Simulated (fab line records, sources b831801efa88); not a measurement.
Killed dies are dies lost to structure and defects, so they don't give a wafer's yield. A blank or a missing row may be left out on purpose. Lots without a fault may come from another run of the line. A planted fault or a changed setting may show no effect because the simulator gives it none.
Chamber matching | flow gf180mcu | GF_M5_ETCH_09 on rie_diel-02: 4 sister chambers
The step etches Si3N4 in CF4/O2, target depth 52 nm, time 11.6 s. 14 wafers are shown with their chamber, then 7 later ones without.

WAFERS WITH THEIR CHAMBER
wafer  | chamber | drypump_motor_current_A (A) | rf_fwd_power_W (W) | oes_product_au (a.u.)
L074.1 | 2       | 5.9                         | 782                | 1.003
L074.2 | 0       | 5.7                         | 794                | 0.993
L074.3 | 3       | 5.5                         | 784                | 1.004
L080.4 | 0       | 5.7                         | 789                | 0.985
L080.5 | 1       | 6.3                         | 788                | 1.003
L080.6 | 2       | 5.9                         | 785                | 1.007
L082.1 | 0       | 5.7                         | 791                | 0.994
L082.4 | 1       | 6.3                         | 792                | 0.994
L082.6 | 0       | 5.7                         | 794                | 0.992
L083.1 | 3       | 5.5                         | 785                | 1.010
L083.3 | 0       | 5.7                         | 795                | 0.984
L083.6 | 0       | 5.7                         | 789                | 1.003
L086.1 | 3       | 5.6                         | 785                | 0.994
L086.3 | 0       | 5.7                         | 792                | 0.997

SIGNATURES (means of the wafers above)
reading                 | chamber 0 | chamber 1 | chamber 2 | chamber 3 | scatter within a chamber
drypump_motor_current_A | 5.700     | 6.300     | 5.900     | 5.533     | 0.0258
rf_fwd_power_W          | 792.00    | 790.00    | 783.50    | 784.67    | 2.22
oes_product_au          | 0.99257   | 0.99850   | 1.00500   | 1.00267   | 0.00664
Rule: a wafer's distance from a chamber is the root of the sum, over the readings, of the square of ((its reading less the chamber's mean) divided by the reading's scatter). The wafer belongs to the nearest chamber; if the next one is less than 2 further off, it can't be placed. The scatter: the root of (the sum of the squares of (reading less its chamber's mean) over the shown wafers, divided by (wafers less chambers)).

WAFERS WITHOUT THEIR CHAMBER
wafer  | drypump_motor_current_A (A) | rf_fwd_power_W (W) | oes_product_au (a.u.)
L086.6 | 5.7                         | 793                | 0.990
L095.1 | 5.5                         | 786                | 0.988
L095.3 | 5.9                         | 789                | 0.996
L095.6 | 6.3                         | 798                | 0.983
L096.1 | 5.6                         | 781                | 1.005
L096.4 | 6.4                         | 797                | 0.998
L096.6 | 5.7                         | 788                | 1.001

WHICH CHAMBER EACH WENT THROUGH
wafer  | from the rows above | in truth
L086.6 | 0                   | 0
L095.1 | 3                   | 3
L095.3 | 2                   | 2
L095.6 | 1                   | 1
L096.1 | 3                   | 3
L096.4 | 1                   | 1
L096.6 | 0                   | 0
Placed correctly: 7 of 7. Can't be placed from these rows: 0. Placed wrongly: 0.
